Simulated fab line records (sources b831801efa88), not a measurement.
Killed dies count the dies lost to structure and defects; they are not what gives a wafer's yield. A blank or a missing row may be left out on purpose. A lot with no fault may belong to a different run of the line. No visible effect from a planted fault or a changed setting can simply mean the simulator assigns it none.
Which tool was responsible?    flow gf180mcu    Sampling: 6 lots, 18 wafers, 2 of 602 route steps

WHAT THE GAUGES SHOWED, per wafer
GF_V5_THK_MEAS_25: measures by xrf.
lot   measured      on             V5_W_THK (nm)
L286  day 27 16:22  film-metro-04  349 350 348
L289  day 28 06:44  film-metro-03  343 344 342
L297  day 30 11:36  film-metro-03  346 346 343
L299  day 31 09:12  film-metro-04  351 351 351
L301  day 31 16:27  film-metro-04  354 354 350
L307  day 33 09:54  film-metro-04  356 354 352

WHAT TOOL EACH LOT RAN ON (gives the tool, then ch and the chambers of the sampled wafers, and finally the start)
lot   GF_STI_CMP_25
L286  cmp-02 ch 1,2, day 2 10:57
L289  cmp-02 ch 0,1,3, day 3 02:52
L297  cmp-02 ch 1,2, day 4 12:13
L299  cmp-01 ch 0,1, day 4 23:41
L301  cmp-01 ch 0,2,3, day 5 11:58
L307  cmp-01 ch 0,1, day 6 19:34
- GF_STI_CMP_25: polishes, stops on Si3N4, t overpolish 33 s, target thk 524.6 nm.

THE ANSWER, worked out from the rows above alone
Rule: the lots themselves supply what counts as usual. Put in order of their means at a reading, lots are off if they are a third of the lots or fewer, leave a main group of 4 or more, and stand apart from it by a gap of 3 or more times the standard deviation of the main group's means; of several such gaps the widest counts. A main group whose means are all the same, to the digits that the tables above print for the reading, isn't used. Also off: a lot with no number at a reading for which 4 or more lots have one. The other lots that the step has rows for count as sound.
Nothing can be told from this: no lot is off at any reading shown.

WHAT WAS PUT IN BY THE SIMULATOR
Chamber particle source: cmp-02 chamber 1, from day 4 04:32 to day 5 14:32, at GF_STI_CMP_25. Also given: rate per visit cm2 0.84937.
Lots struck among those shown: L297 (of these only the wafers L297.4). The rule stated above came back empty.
